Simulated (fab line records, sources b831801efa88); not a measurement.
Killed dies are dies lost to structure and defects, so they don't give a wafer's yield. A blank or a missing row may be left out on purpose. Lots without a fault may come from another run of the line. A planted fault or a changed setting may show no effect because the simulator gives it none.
Problem report in the 8D (eight disciplines) form, filled by code | flow gf180mcu | the parts of the form that need people (team, actions taken, sign-off) are left out

1. THE PROBLEM
tube_center_temp_C at GF_POLY_GATE_OXIDATION_16 reads a mean of 852 C on 6 wafers of 2 lots; wafers without a fault read 850 C with a standard deviation of 0.082. That is +23 standard deviations from the usual mean.
The step: stabilise 600 s, purge 300 s, target thk 4 nm.
First seen on wafer L235.1, day 12 13:10, on furnace-01. The record holds 39 wafers of 13 lots with a number at this step. Rule for "out", or "out of limits": more than 4 standard deviations from the usual mean. The other wafers with a number count as sound.

2. WHAT IT IS AND WHAT IT IS NOT
question                    | is                                         | is not
which readings at this step | tube_center_temp_C, tube_center_temp_C_max | zone_power_lower_pct
which lots                  | L235, L238                                 | L224, L225, L226, L227, L228, L234, L239, L241, L242, L243, L247
which wafers of those lots  | all that have a number                     | -
read on which tools         | furnace-01                                 | furnace-02
when                        | from day 12 13:10                          | up to then (18 sound wafers); but 15 sound wafers of L239, L241, L242, L243, L247 came after

3. SUSPECTS, AND WHAT RULES EACH OUT
Counting: a tool at a process step up to the reading stays a suspect if it ran every lot that is out and no sound lot after the first of them.
- furnace-01 at GF_POLY_GATE_OXIDATION_16 (stabilise 600 s, purge 300 s, target thk 4 nm): ruled out as a lasting fault. Sound lots L247 ran on it after its first lot that is out, L235 (day 12 13:10).
Left after counting: nothing in the record.

4. THE CAUSE (what the simulator had put in)
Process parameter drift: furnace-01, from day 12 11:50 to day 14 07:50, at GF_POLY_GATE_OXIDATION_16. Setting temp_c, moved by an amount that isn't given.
Counting ruled it out, wrongly.

5. THE CHAIN OF EFFECTS, in route order
Each row: a reading whose mean over the struck wafers that have a number lies more than 3 standard deviations from the usual. Only readings for which the record gives a usual standard deviation are gone through. hours: the time from each lot's start at the first step in this table that gives one to its start at this step, as a median over the lots. sigmas: the change in usual standard deviations.
hours | step                      | reading                | usual | on struck wafers | change | sigmas
0     | GF_POLY_GATE_OXIDATION_16 | tube_center_temp_C     | 850 C | 852              | +2     | +23
0     | GF_POLY_GATE_OXIDATION_16 | tube_center_temp_C_max | 852.2 | 854.0            | +1.8   | +5.3
The process steps in it:
- GF_POLY_GATE_OXIDATION_16: stabilise 600 s, purge 300 s, target thk 4 nm.

6. WHAT WOULD HAVE CAUGHT IT SOONER
In this record the first reading out of limits was taken at day 12 13:10, 1 hour after the fault began at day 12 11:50.
